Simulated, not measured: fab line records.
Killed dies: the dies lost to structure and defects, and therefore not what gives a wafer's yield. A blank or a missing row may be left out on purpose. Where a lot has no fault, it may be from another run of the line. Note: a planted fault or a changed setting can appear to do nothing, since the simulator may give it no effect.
fab line records	flow sky130
record lots=5	wafers=15	last_day=50
route steps=708 shown METAL3@558 VIA3@573 METAL4@598 PAD_OPEN@708
lots untouched by any fault: they come from a run of this same line in which no faults occurred
start_h: hours from the record's opening day to when the first of the lot's shown wafers began	wait_h: hours elapsed since this lot's preceding step	" same as the row above	L1.1+2: a single row standing in for several wafers	- no value, or no start was given	* or withheld: withheld	< > ~ a bound
route shown NAME@n: NAME is a module with steps in the file, n the number in the route of the first one	usual: average and standard deviation across the fault-free wafers	same: alike in all rows	chamber/n: place in a boat	sites: each site's reading	_std_site: how widely they spread, as a standard deviation	_edge_site: mean of outer sites minus mean of inner sites	radius_mm: for every site, how far away it sits from the centre of the wafer	mask NAME#n: copy n	behind: the tool/chamber that last shaped the wafer	hold: why the lot was held/for how many hours/how that ended	device: the n, p or np transistor that did not switch	end of line: tests run on the same wafers once the route is complete	for a step that has no rows: nothing shown but its recipe	killed: the dies lost at the first sort to structure and to defects; this is not the yield of the wafer	map: dies across one wafer; x = killed, . = not, _ = none there
set.NAME: setting as actually run; set.NAME@STEP: the setting as run at that earlier step	model.NAME: the simulator's own value behind a step, which no gauge read
certain route steps with their lots: each step a table, each wafer a row
services: when a tool's chamber went out of use (start_h, in hours from the record's first day, below 0 if earlier), for how many hours, and the reason
## steps
# step SKY_METAL3_COAT_08
# recipe resist=KrF-thick	spin_rpm=3000	resist_thk_nm=1140
# step SKY_METAL3_SOFTBAKE_09
# recipe temp_c=100	time_s=90	resist=KrF-thick
# step SKY_METAL3_EXPOSE_10
# recipe mask_id=MM3	na=0.68	source_shape=annular	sigma_inner=0.4	sigma_outer=0.8	target_cd_nm=300	dose_mj=28
# step SKY_METAL3_PEB_11
# recipe peb_temp_c=withheld	peb_time_s=withheld	resist=KrF-thick
# step SKY_METAL3_DEVELOP_12
# recipe develop_time_s=60	resist=KrF-thick	dev_temp_c=21
# step SKY_METAL3_CD_MEAS_13
# recipe target_cd_nm=300
# usual cd_nm=299.8/1.4
lot.wafer	tool	chamber	start_h	wait_h	cd_nm
L247.1	cd_sem-01	-	910.27	-	299.6
L247.3	"	-	"	"	297.6
L247.4	"	-	"	"	298.2
L248.2	cd_sem-01	-	915.64	-	298.6
L248.3	"	-	"	"	299.3
L248.4	"	-	"	"	299.1
L251.1	cd_sem-01	-	935.07	-	301.1
L251.5	"	-	"	"	299.5
L251.6	"	-	"	"	301.7
L253.1	cd_sem-01	-	951.74	-	300.2
L253.3	"	-	"	"	301.1
L253.5	"	-	"	"	301.2
L268.1	cd_sem-02	-	1053.49	-	298.3
L268.2	"	-	"	"	298.2
L268.3	"	-	"	"	299.9
# step SKY_METAL3_OVL_MEAS_14
# usual METAL3_OVL=-5/5.5
lot.wafer	tool	chamber	start_h	wait_h	METAL3_OVL[nm]
L247.1	overlay-01	-	910.39	0.1	-5
L247.3	"	-	"	"	-6
L247.4	"	-	"	"	-5
L248.2	overlay-01	-	915.74	0.1	-3
L248.3	"	-	"	"	-8
L248.4	"	-	"	"	-7
L251.1	overlay-02	-	935.19	0.1	0
L251.5	"	-	"	"	-1
L251.6	"	-	"	"	-5
L253.1	overlay-01	-	951.86	0.1	-8
L253.3	"	-	"	"	-4
L253.5	"	-	"	"	-5
L268.1	overlay-02	-	1053.61	0.1	-1
L268.2	"	-	"	"	1
L268.3	"	-	"	"	-1
# step SKY_METAL3_DESCUM_15
# recipe chemistry=O2	source_power_w=150	bias_power_w=0	pressure_mtorr=10	temp_c=40	time_s=8
# usual drypump_motor_current_A=5.9/0.61	oes_product_au=0.992/0.011	temp_c=40.01/0.12
lot.wafer	tool	chamber	start_h	wait_h	drypump_motor_current_A	oes_product_au	rf_hours_counter_h	temp_c
L247.1	rie_metal-01	0	910.42	0.0	5.6	0.978	4	40.03
L247.3	"	1	"	"	6.8	0.980	-	40.03
L247.4	"	0	"	"	5.6	0.982	-	39.96
L248.2	rie_metal-01	0	915.77	0.0	5.6	0.978	4	40.01
L248.3	"	1	"	"	6.9	0.977	-	39.96
L248.4	"	0	"	"	5.6	0.976	-	39.81
L251.1	rie_metal-02	0	935.22	0.0	6.1	1.005	13	40.07
L251.5	"	1	"	"	6.3	0.993	-	40.02
L251.6	"	0	"	"	6.1	1.002	-	40.16
L253.1	rie_metal-02	1	951.89	0.0	6.3	0.988	11	39.74
L253.3	"	0	"	"	6.2	0.999	-	39.86
L253.5	"	0	"	"	6.2	0.984	-	39.96
L268.1	rie_metal-03	1	1053.64	0.0	5.0	0.998	14	40.14
L268.2	"	0	"	"	5.7	0.995	3	39.98
L268.3	"	0	"	"	5.7	0.976	-	39.81
# step SKY_METAL3_ETCH_16
# recipe chemistry=N2/H2	target=BARC	ion_energy_ev=200	bias_w=100	pressure_mtorr=30	n2_flow_sccm=100	h2_flow_sccm=200	icp_w=500	stop_on=SiO2	time_s=88.2	target_depth_a=600
# step SKY_METAL3_ETCH_17
# recipe target=SiO2	stop_on=TiN	chemistry=C4F8/O2/Ar	source_w=1500	bias_w=1200	pressure_mtorr=40	c4f8_flow_sccm=withheld	O2_flow_sccm=6	Ar_flow_sccm=300	time_s=3.9	target_depth_a=150
# step SKY_METAL3_METAL_ETCH_18
# recipe target_depth_a=8450	stop_on=SiO2	over_etch_frac=0.3	time_s=183.1	chemistry=Cl2/BCl3	resist_sidewall_deg=88	pressure_mtorr=10	icp_w=900	bias_w=48.5	Cl2_flow_sccm=60	bcl3_flow_sccm=30
# step SKY_METAL3_STRIP_19
# recipe chemistry=O2/N2	power_w=1400	pressure_mtorr=1500	platen_temp_c=withheld	o2_flow_sccm=3000	n2_flow_sccm=300	overash_fraction=0.5
# step SKY_METAL3_STRIP_20
# recipe chemistry=post_etch_residue_remover	time_s=1200	temp_c=72.5
# usual temp_c=72.55/0.13
lot.wafer	tool	chamber	start_h	wait_h	temp_c
L247.1	wet_bench-04	1	910.85	0.1	72.28
L247.3	"	1	"	"	72.34
L247.4	"	1	"	"	72.37
L248.2	wet_bench-02	1	916.20	0.1	72.35
L248.3	"	1	"	"	72.69
L248.4	"	1	"	"	72.27
L251.1	wet_bench-03	0	935.65	0.1	72.46
L251.5	"	0	"	"	72.45
L251.6	"	0	"	"	72.29
L253.1	wet_bench-04	0	952.32	0.1	72.58
L253.3	"	0	"	"	72.33
L253.5	"	0	"	"	72.68
L268.1	wet_bench-04	0	1054.07	0.1	72.61
L268.2	"	0	"	"	72.45
L268.3	"	0	"	"	72.45
# step SKY_METAL3_CLEAN_21
# recipe chemistry=IPA	time_s=180	temp_c=25
# step SKY_METAL3_CLEAN_22
# recipe chemistry=O3/DIW	dry=n2_spin
# step SKY_VIA3_HDPCVD_00
# recipe material=SiO2	target_thk_nm=1635	sigma_open_frac=0.3	time_s=272.5	temp_c=400	sih4_flow_sccm=60	pressure_mtorr=6
# step SKY_VIA3_THK_MEAS_01
# recipe reads=SiO2_of_VIA3_HDPCVD_00
# usual VIA3_HDPCVD_THK=1631/19
lot.wafer	tool	chamber	start_h	wait_h	VIA3_HDPCVD_THK[nm]
L247.1	film_metro-02	-	911.51	0.1	1664
L247.3	"	-	"	"	1631
L247.4	"	-	"	"	1644
L248.2	film_metro-01	-	916.90	0.1	1628
L248.3	"	-	"	"	1630
L248.4	"	-	"	"	1638
L251.1	film_metro-01	-	936.34	0.1	1621
L251.5	"	-	"	"	1608
L251.6	"	-	"	"	1593
L253.1	film_metro-04	-	952.98	0.1	1587
L253.3	"	-	"	"	1597
L253.5	"	-	"	"	1613
L268.1	film_metro-02	-	1054.73	0.1	1637
L268.2	"	-	"	"	1607
L268.3	"	-	"	"	1620
# step SKY_VIA3_CMP_02
# recipe material=SiO2	down_force_psi=4	platen_rpm=60	pad_velocity_m_s=0.94248
# usual edge_zone_pressure_frac=1.000/0.0046	motor_current_A=11.9/1.7	platen_rpm=60.00/0.04
lot.wafer	tool	chamber	start_h	wait_h	edge_zone_pressure_frac	motor_current_A	platen_rpm
L247.1	cmp-01	2	911.57	0.1	1.001	14.2	60.02
L247.3	"	3	"	"	1.006	10.6	59.99
L247.4	"	1	"	"	1.003	13.6	60.02
L248.2	cmp-01	2	917.80	0.9	0.998	13.9	60.02
L248.3	"	3	"	"	0.998	10.4	59.97
L248.4	"	1	"	"	0.996	13.6	59.98
L251.1	cmp-02	2	936.45	0.1	1.002	14.5	59.96
L251.6	"	1	"	"	0.992	12.0	59.97
L251.5	"	2	"	"	1.002	14.8	60.00
L253.1	cmp-01	3	953.11	0.1	0.998	10.5	59.98
L253.3	"	0	"	"	0.991	10.1	59.95
L253.5	"	3	"	"	1.010	11.0	60.11
L268.3	cmp-01	0	1054.88	0.1	1.000	9.8	59.97
L268.2	"	1	"	"	1.003	14.0	60.04
L268.1	"	2	"	"	0.999	13.9	60.01
# step SKY_VIA3_BOW_MEAS_03
# recipe mode=bow
# usual VIA3_BOW=78/8.3
lot.wafer	tool	chamber	start_h	wait_h	VIA3_BOW[um]
L247.1	film_metro-01	-	911.87	0.2	76
L247.3	"	-	"	"	76
L247.4	"	-	"	"	81
L248.2	film_metro-01	-	918.12	0.3	80
L248.3	"	-	"	"	75
L248.4	"	-	"	"	72
L251.1	film_metro-04	-	936.70	0.2	61
L251.5	"	-	"	"	62
L251.6	"	-	"	"	81
L253.1	film_metro-01	-	953.41	0.2	73
L253.3	"	-	"	"	72
L253.5	"	-	"	"	78
L268.1	film_metro-02	-	1055.13	0.1	70
L268.2	"	-	"	"	67
L268.3	"	-	"	"	73
# step SKY_VIA3_DEHYDRATE_04
# recipe temp_c=200	time_s=60
# step SKY_VIA3_HMDS_05
# recipe prime_time_s=60	prime_temp_c=120
# step SKY_VIA3_COAT_06
# recipe resist=BARC	temp_c=withheld	time_s=withheld	spin_rpm=3000	resist_thk_nm=60
# step SKY_VIA3_COAT_07
# recipe resist=KrF-thick	spin_rpm=3000	resist_thk_nm=450
# step SKY_VIA3_SOFTBAKE_08
# recipe temp_c=100	time_s=90	resist=KrF-thick
# step SKY_VIA3_EXPOSE_09
# recipe mask_id=VIM3	na=0.8	source_shape=annular	sigma_inner=0.55	sigma_outer=0.85	target_cd_nm=200	dose_mj=38
# step SKY_VIA3_PEB_10
# recipe peb_temp_c=withheld	peb_time_s=withheld	resist=KrF-thick
# step SKY_VIA3_DEVELOP_11
# recipe develop_time_s=60	resist=KrF-thick	dev_temp_c=21
# step SKY_VIA3_CD_MEAS_12
# recipe target_cd_nm=200
# usual cd_nm=200.0/1.6
lot.wafer	tool	chamber	start_h	wait_h	cd_nm
L247.1	cd_sem-01	-	936.19	-	204.0
L247.3	"	-	"	"	204.2
L247.4	"	-	"	"	203.2
L248.2	cd_sem-01	-	942.83	-	200.5
L248.3	"	-	"	"	200.7
L248.4	"	-	"	"	199.9
L251.1	cd_sem-01	-	960.96	-	198.2
L251.5	"	-	"	"	196.8
L251.6	"	-	"	"	196.6
L253.1	cd_sem-02	-	977.64	-	198.0
L253.3	"	-	"	"	197.7
L253.5	"	-	"	"	198.8
L268.1	cd_sem-01	-	1076.04	-	200.0
L268.2	"	-	"	"	200.5
L268.3	"	-	"	"	198.7
# step SKY_VIA3_OVL_MEAS_13
# usual VIA3_OVL=-1/5.5
lot.wafer	tool	chamber	start_h	wait_h	VIA3_OVL[nm]
L247.1	overlay-02	-	936.31	0.1	-1
L247.3	"	-	"	"	3
L247.4	"	-	"	"	-1
L248.2	overlay-02	-	942.94	0.1	-7
L248.3	"	-	"	"	-12
L248.4	"	-	"	"	-3
L251.1	overlay-02	-	961.08	0.1	-6
L251.5	"	-	"	"	-2
L251.6	"	-	"	"	4
L253.1	overlay-02	-	977.76	0.1	1
L253.3	"	-	"	"	4
L253.5	"	-	"	"	2
L268.1	overlay-01	-	1076.16	0.1	-7
L268.2	"	-	"	"	-1
L268.3	"	-	"	"	-5
# step SKY_VIA3_ETCH_14
# recipe chemistry=N2/H2	target=BARC	ion_energy_ev=200	source_w=500	bias_w=100	pressure_mtorr=30	n2_flow_sccm=100	h2_flow_sccm=200	stop_on=SiO2	time_s=45.9	target_depth_a=600
# usual drypump_motor_current_A=5.7/0.3	h2_flow_sccm=200.1/0.62	oes_product_au=0.856/0.005	throttle_valve_pct=13.224/0.0096
lot.wafer	tool	chamber	start_h	wait_h	drypump_motor_current_A	h2_flow_sccm	oes_product_au	rf_hours_counter_h	throttle_valve_pct
L247.1	rie_diel-04	0	936.34	0.0	5.9	200.1	0.848	2	13.236
L247.3	"	2	"	"	5.7	199.1	0.845	19	13.235
L247.4	"	3	"	"	6.0	199.2	0.852	20	13.230
L248.2	rie_diel-02	0	942.97	0.0	6.0	200.1	0.851	4	13.211
L248.3	"	3	"	"	5.7	200.9	0.871	22	13.232
L248.4	"	1	"	"	5.7	199.7	0.863	18	13.216
L251.1	rie_diel-01	2	961.12	0.0	6.2	201.3	0.850	22	13.231
L251.5	"	1	"	"	6.1	199.4	0.860	-	13.212
L251.6	"	2	"	"	6.2	200.0	0.853	-	13.225
L253.1	rie_diel-04	0	977.79	0.0	5.9	199.1	0.854	3	13.230
L253.3	"	1	"	"	5.8	200.6	0.864	11	13.238
L253.5	"	1	"	"	5.8	199.6	0.860	-	13.208
L268.1	rie_diel-02	3	1076.19	0.0	5.7	200.7	0.856	25	13.213
L268.2	"	2	"	"	5.2	200.3	0.847	10	13.237
L268.3	"	1	"	"	5.6	200.1	0.848	22	13.215
# step SKY_VIA3_ETCH_15
# recipe target=SiO2	chemistry=C4F8/O2/Ar	target_depth_nm=507	stop_on=TiN	mask_material=KrF-thick	source_w=1500	bias_w=1200	pressure_mtorr=40	c4f8_flow_sccm=withheld	O2_flow_sccm=6	Ar_flow_sccm=300	time_s=78
# usual oes_product_au=0.945/0.0049
lot.wafer	tool	chamber	start_h	wait_h	oes_product_au	rf_hours_counter_h
L247.1	rie_diel-04	0	936.38	0.0	0.938	2
L247.3	"	2	"	"	0.934	19
L247.4	"	3	"	"	0.949	20
L248.2	rie_diel-02	0	943.01	0.0	0.943	4
L248.3	"	3	"	"	0.939	22
L248.4	"	1	"	"	0.945	18
L251.1	rie_diel-01	2	961.16	0.0	0.942	22
L251.5	"	1	"	"	0.945	-
L251.6	"	2	"	"	0.951	-
L253.1	rie_diel-04	0	977.83	0.0	0.937	3
L253.3	"	1	"	"	0.944	11
L253.5	"	1	"	"	0.941	-
L268.1	rie_diel-02	3	1076.24	0.0	0.939	25
L268.2	"	2	"	"	0.954	10
L268.3	"	1	"	"	0.939	22
# step SKY_VIA3_STRIP_16
# recipe chemistry=O2/N2	power_w=1400	pressure_mtorr=1500	platen_temp_c=withheld	o2_flow_sccm=3000	n2_flow_sccm=300	overash_fraction=0.5
# step SKY_VIA3_STRIP_17
# recipe chemistry=post_etch_residue_remover	time_s=1200	temp_c=72.5
# step SKY_VIA3_CLEAN_18
# recipe chemistry=IPA	time_s=180	temp_c=25
# step SKY_VIA3_CLEAN_19
# recipe chemistry=O3/DIW	dry=n2_spin
# step SKY_VIA3_SPUTTER_20
# recipe material=TiN	target_thk_nm=20	chamber_pressure_pa=5	power_w=4000	time_s=80
# step SKY_VIA3_CVD_21
# recipe material=W	target_thk_nm=390	time_s=117.31	temp_c=400	pressure_torr=40
# step SKY_VIA3_RS_MEAS_22
# recipe thk_meas_gauge=four-point-probe	reads=W_of_VIA3_CVD_21+TiN_of_VIA3_SPUTTER_20
# usual VIA3_W_RS=0.293/0.003
lot.wafer	tool	chamber	start_h	wait_h	VIA3_W_RS[ohm/sq]
L247.1	film_metro-04	-	937.26	0.1	0.296
L247.3	"	-	"	"	0.300
L247.4	"	-	"	"	0.295
L248.2	film_metro-04	-	943.98	0.1	0.291
L248.3	"	-	"	"	0.299
L248.4	"	-	"	"	0.295
L251.1	film_metro-01	-	962.16	0.1	0.292
L251.5	"	-	"	"	0.293
L251.6	"	-	"	"	0.290
L253.1	film_metro-04	-	978.67	0.1	0.285
L253.3	"	-	"	"	0.288
L253.5	"	-	"	"	0.287
L268.1	film_metro-02	-	1077.08	0.1	0.293
L268.2	"	-	"	"	0.293
L268.3	"	-	"	"	0.288
# step SKY_VIA3_THK_MEAS_23
# recipe thk_meas_gauge=xrf	reads=W_of_VIA3_CVD_21
# usual VIA3_W_THK=386/7.5
lot.wafer	tool	chamber	start_h	wait_h	VIA3_W_THK[nm]
L247.1	film_metro-04	-	937.38	0.1	384
L247.3	"	-	"	"	382
L247.4	"	-	"	"	391
L248.2	film_metro-04	-	944.09	0.1	391
L248.3	"	-	"	"	380
L248.4	"	-	"	"	388
L251.1	film_metro-01	-	962.28	0.1	396
L251.5	"	-	"	"	390
L251.6	"	-	"	"	397
L253.1	film_metro-04	-	978.79	0.1	404
L253.3	"	-	"	"	402
L253.5	"	-	"	"	402
L268.1	film_metro-02	-	1077.20	0.1	375
L268.2	"	-	"	"	376
L268.3	"	-	"	"	380
# step SKY_VIA3_CMP_24
# recipe stop_on=SiO2	t_overpolish_s=20	down_force_psi=3.5	platen_rpm=60	target_thk_nm=0	pad_velocity_m_s=0.94248
# step SKY_METAL4_SPUTTER_00
# recipe material=Ti	target_thk_nm=15	power_w=3000	time_s=10	chamber_pressure_pa=0.4
# step SKY_METAL4_SPUTTER_01
# recipe material=TiN	target_thk_nm=20	power_w=6500	time_s=16.7	chamber_pressure_pa=0.4
# usual throttle_valve_pct=29.6/0.92
lot.wafer	tool	chamber	start_h	wait_h	throttle_valve_pct
L247.1	pvd_sputter-02	-	937.77	0.0	29.1
L247.3	"	-	"	"	27.9
L247.4	"	-	"	"	29.4
L248.2	pvd_sputter-02	-	944.46	0.0	28.0
L248.3	"	-	"	"	29.2
L248.4	"	-	"	"	29.6
L251.1	pvd_sputter-02	-	962.66	0.0	30.3
L251.5	"	-	"	"	30.3
L251.6	"	-	"	"	29.1
L253.1	pvd_sputter-04	-	979.17	0.0	30.7
L253.3	"	-	"	"	29.7
L253.5	"	-	"	"	30.9
L268.1	pvd_sputter-02	-	1077.58	0.0	28.9
L268.2	"	-	"	"	29.4
L268.3	"	-	"	"	30.4
# step SKY_PAD_OPEN_PROBE_99
# usual defect_limited_yield=82.5/2	killed_at_M0_to_M3=42/6.6	killed_at_M4_up=3.1/1.9	killed_at_contacts=25/5.7	killed_at_front_end=16/5	killed_at_other=0.2/0.38	killed_dies=86/9.6	killed_open=47/7.2	killed_short=39/6.2	sort_bin_3_pad_short=0.9/0.44	sort_bin_5_function=10.3/1.5	sort_bin_6_memory=6.2/1.1	sort_n_pass=406/9.6	sort_yield_pct=82.5/2
# same gross_dies=492	killed_at_back_side=0	sort_bin_4_leakage[%]=0	sort_bin_8_speed[%]=0
lot.wafer	tool	chamber	start_h	wait_h	defect_limited_yield[%]	killed_at_M0_to_M3	killed_at_M4_up	killed_at_contacts	killed_at_front_end	killed_at_other	killed_dies	killed_open	killed_short	sort_bin_3_pad_short[%]	sort_bin_5_function[%]	sort_bin_6_memory[%]	sort_n_pass	sort_yield_pct[%]	model.etest.tester.sort_n_pass	model.etest.tester.sort_yield_pct	model.etest.tester.sort_bin_5_pct	model.etest.tester.sort_bin_3_pct
L247.1	prober-02	-	1082.55	0.1	85.6	37	1	23	10	0	71	41	30	0.6	8.5	5.3	421	85.6	421	85.57	8.537	0.6098
L247.3	prober-02	-	1082.65	0.2	80.7	41	3	34	16	1	95	53	42	1.8	10.6	6.9	397	80.7	397	80.69	10.57	1.829
L247.4	prober-02	-	1082.70	0.2	80.7	50	2	29	14	0	95	53	42	0.8	10.6	7.9	397	80.7	397	80.69	10.57	0.813
L248.2	prober-01	-	1088.13	0.1	81.5	44	6	27	14	0	91	43	48	1.2	10.6	6.7	401	81.5	401	81.5	10.57	1.22
L248.3	prober-01	-	1088.18	0.2	84.6	29	3	20	23	1	76	37	39	1.2	9.3	4.9	416	84.6	416	84.55	9.35	1.22
L248.4	prober-01	-	1088.23	0.2	85.6	42	1	14	14	0	71	38	33	0.8	8.7	4.9	421	85.6	421	85.57	8.74	0.813
L251.1	prober-02	-	1101.74	0.1	82.3	33	3	38	13	0	87	45	42	1.8	9.8	6.1	405	82.3	405	82.32	9.756	1.829
L251.5	prober-02	-	1101.94	0.2	78.5	48	3	30	25	0	106	62	44	1.6	12.0	7.9	386	78.5	386	78.46	11.99	1.626
L251.6	prober-02	-	1101.99	0.2	83.3	38	2	24	18	0	82	50	32	0.8	8.9	6.9	410	83.3	410	83.33	8.943	0.813
L253.1	prober-02	-	1118.86	0.1	72.4	90	5	27	14	0	136	51	40	3.9	15.4	8.3	356	72.4	356	72.36	15.45	3.862
L253.3	prober-02	-	1118.96	0.2	75.0	84	2	24	13	0	123	41	36	3.5	15.0	6.5	369	75.0	369	75	15.04	3.455
L253.5	prober-02	-	1119.06	0.2	75.0	83	1	21	18	0	123	48	30	1.6	16.1	7.3	369	75.0	369	75	16.06	1.626
L268.1	prober-01	-	1195.50	0.1	84.6	45	2	18	11	0	76	35	41	0.2	11.2	4.1	416	84.6	416	84.55	11.18	0.2033
L268.2	prober-01	-	1195.55	0.1	83.5	45	5	19	12	0	81	46	35	0.2	11.0	5.3	411	83.5	411	83.54	10.98	0.2033
L268.3	prober-01	-	1195.60	0.2	81.1	48	4	21	20	0	93	41	52	1.6	11.4	5.9	399	81.1	399	81.1	11.38	1.626
# killed by level:class
L247.1 VIA1:geometric_particle:open=9 CONTACT:geometric_particle:open=7 LI_CONTACT:geometric_particle:open=6 LI_CONTACT:geometric_particle:short=6 METAL1:geometric_particle:short=5 METAL2:geometric_particle:short=4 VIA2:geometric_particle:open=4 VIA3:geometric_particle:open=4
L247.3 CONTACT:geometric_particle:open=12 VIA1:geometric_particle:open=12 LI_CONTACT:geometric_particle:open=8 LOCAL_INTERCONNECT:geometric_particle:short=7 POLY_GATE:geometric_particle:short=6 VIA1:geometric_particle:short=5 VIA2:geometric_particle:open=5 VIA3:geometric_particle:short=5
L247.4 CONTACT:geometric_particle:open=13 VIA1:geometric_particle:open=12 LI_CONTACT:geometric_particle:open=7 VIA3:geometric_particle:open=7 VIA2:geometric_particle:open=6 VIA1:geometric_particle:short=6 FIELD_ISO:geometric_particle:short=5 CONTACT:geometric_particle:short=5
L248.2 CONTACT:geometric_particle:open=9 VIA1:geometric_particle:open=8 VIA3:geometric_particle:open=6 LI_CONTACT:geometric_particle:short=5 VIA1:geometric_particle:short=5 VIA2:geometric_particle:open=5 METAL2:geometric_particle:short=5 METAL4:geometric_particle:short=5
L248.3 LI_CONTACT:geometric_particle:open=7 FIELD_ISO:geometric_particle:open=6 POLY_GATE:geometric_particle:open=5 POLY_GATE:geometric_particle:short=5 CONTACT:geometric_particle:open=5 METAL1:geometric_particle:short=5 VIA1:geometric_particle:short=5 METAL2:geometric_particle:short=5
L248.4 VIA1:geometric_particle:open=11 VIA3:geometric_particle:open=7 FIELD_ISO:geometric_particle:open=6 METAL1:geometric_particle:short=6 CONTACT:geometric_particle:open=5 METAL2:geometric_particle:short=5 CONTACT:geometric_particle:short=4 FIELD_ISO:geometric_particle:short=3
L251.1 CONTACT:geometric_particle:open=14 LI_CONTACT:geometric_particle:open=7 CONTACT:geometric_particle:short=7 VIA1:geometric_particle:open=7 METAL1:geometric_particle:short=6 VIA1:geometric_particle:short=6 VIA2:geometric_particle:open=5 FIELD_ISO:geometric_particle:short=4
L251.5 CONTACT:geometric_particle:open=13 VIA1:geometric_particle:open=12 LI_CONTACT:geometric_particle:open=8 VIA3:geometric_particle:open=7 METAL1:geometric_particle:short=6 VIA1:geometric_particle:short=6 FIELD_ISO:geometric_particle:open=5 POLY_GATE:geometric_particle:open=5
L251.6 CONTACT:geometric_particle:open=11 FIELD_ISO:geometric_particle:open=8 VIA1:geometric_particle:open=8 VIA2:geometric_particle:open=7 LI_CONTACT:geometric_particle:open=6 CONTACT:geometric_particle:short=5 METAL2:geometric_particle:short=5 FIELD_ISO:geometric_particle:short=4
L253.1 METAL3:unspecified=45 VIA1:geometric_particle:open=12 CONTACT:geometric_particle:open=10 VIA2:geometric_particle:open=8 LI_CONTACT:geometric_particle:open=7 CONTACT:geometric_particle:short=7 METAL2:geometric_particle:short=6 VIA3:geometric_particle:short=5
L253.3 METAL3:unspecified=46 VIA1:geometric_particle:open=9 LI_CONTACT:geometric_particle:open=7 VIA2:geometric_particle:open=7 FIELD_ISO:geometric_particle:short=6 VIA1:geometric_particle:short=6 CONTACT:geometric_particle:open=5 CONTACT:geometric_particle:short=4
L253.5 METAL3:unspecified=45 CONTACT:geometric_particle:open=14 VIA1:geometric_particle:open=10 VIA3:geometric_particle:open=9 FIELD_ISO:geometric_particle:short=6 METAL2:geometric_particle:short=5 VIA2:geometric_particle:open=5 CONTACT:geometric_particle:short=4
L268.1 METAL1:geometric_particle:short=10 VIA2:geometric_particle:open=9 CONTACT:geometric_particle:open=8 VIA1:geometric_particle:open=7 FIELD_ISO:geometric_particle:short=5 CONTACT:geometric_particle:short=4 METAL2:geometric_particle:short=4 VIA2:geometric_particle:short=4
L268.2 VIA3:geometric_particle:open=10 VIA2:geometric_particle:open=9 LI_CONTACT:geometric_particle:open=7 VIA1:geometric_particle:open=7 CONTACT:geometric_particle:open=5 VIA1:geometric_particle:short=5 FIELD_ISO:geometric_particle:short=4 METAL2:geometric_particle:short=4
L268.3 VIA1:geometric_particle:open=13 METAL2:geometric_particle:short=9 FIELD_ISO:geometric_particle:short=6 POLY_GATE:geometric_particle:short=6 CONTACT:geometric_particle:open=6 METAL1:geometric_particle:short=6 VIA2:geometric_particle:short=6 LOCAL_INTERCONNECT:geometric_particle:short=5
# map L253.1 (x killed, . not)
__________........x._________
________..xx.........._______
______..x..xx..x....x..._____
_____...x..x.......x..x..____
____x..x......x....x......___
___x.x..x.x.x...x.....x.x..__
__x..x.....x.......x.xxxx..._
_...x..........x...x.........
_.............x..x...........
_........x....x.x.x..x....x.x
_....x......xxx.........x...x
_......x.x.x.....xxx..x.....x
_..x.....xxx.xx.x..x.........
_.xx..x.xxxxxx....xxx.....x.x
_....xx..xxxxx...x...........
__..xxxxxxxxxxx.....x....x.._
___.x..xxxxxxxxx..x...x....__
____..x.xxxxx.x.x...x.....___
_____.....xx.x.x.......x.____
______...x.xx..x.x......_____
________.x............_______
__________..x..x..x._________
# map L247.3 (x killed, . not)
__________.........._________
________....x....x.x.._______
______.x.......xxx....x._____
_____.......xx......x....____
____.xx.......x......x....___
___..x...xx.....x.........x__
__..............x...xx......_
_...x..x.....x...............
_x...............x...........
_x........x......x...x.......
_........x.x.................
_...x.............x..x..x....
_.x....x.x...x...x.xx.x.....x
_..xx...x..x.....x....x.x.x..
_...x...x......x...x.x.x...xx
__..x.x..x.....x..x..x...x.._
___.......x.x...x........x.__
____......x.x........x....___
_____.....x.xx..x........____
______.xx.x..x.x..x..x.x_____
________.x..x......x.._______
__________x....x...x_________
## services
tool	chamber	start_h	hours	kind
cmp-02	-	887.97	0.3	repair
pvd_sputter-04	-	888.09	2.7	repair
pvd_sputter-02	-	898.85	0.9	repair
wet_bench-02	-	906.85	1.2	repair
cmp-01	-	912.00	4.0	pm
cmp-01	-	941.45	2.4	repair
rie_diel-02	0	950.15	2.2	repair
cmp-01	-	954.67	9.8	repair
rie_diel-02	0	956.20	8.7	repair
rie_diel-01	0	957.21	16.2	repair
cmp-01	-	963.10	0.7	repair
rie_diel-01	1	966.90	7.1	repair
rie_diel-02	2	977.87	5.8	repair
cmp-01	-	981.69	0.6	repair
cmp-01	-	993.37	8.0	repair
pvd_sputter-02	-	997.40	1.4	repair
rie_diel-02	3	1003.01	23.6	repair
pvd_sputter-02	-	1024.00	2.0	repair
rie_diel-02	0	1024.27	2.6	repair
rie_metal-01	-	1031.56	0.8	repair
cmp-01	-	1045.02	6.3	pm
rie_metal-02	0	1045.28	3.6	repair
rie_diel-02	-	1051.02	0.4	repair
rie_metal-02	-	1055.55	0.4	repair
## key
first_sign step=SKY_PAD_OPEN_PROBE_99	reading=killed_at_M0_to_M3	direction=up	sigmas=6.6	usual=42	struck=86
effect step=SKY_PAD_OPEN_PROBE_99	reading=sort_bin_3_pad_short	direction=up	sigmas=4.6	usual=0.9	struck=3.0
model_effect step=SKY_PAD_OPEN_PROBE_99	value=etest.tester.sort_n_pass	without=403.3	struck=364.7
met_at SKY_METAL3_STRIP_20
struck_wafers L253.1,L253.3,L253.5
also_fits SKY_METAL3_DESCUM_15:rie_metal-02,SKY_VIA3_ETCH_14:rie_diel-04,SKY_VIA3_ETCH_15:rie_diel-04,SKY_METAL4_SPUTTER_01:pvd_sputter-04
fault kind=chamber_particle_source	tool=wet_bench-04	chamber=0	onset_h=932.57	steps=SKY_METAL3_STRIP_20	rate_per_visit_cm2=0.50074	end_h=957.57
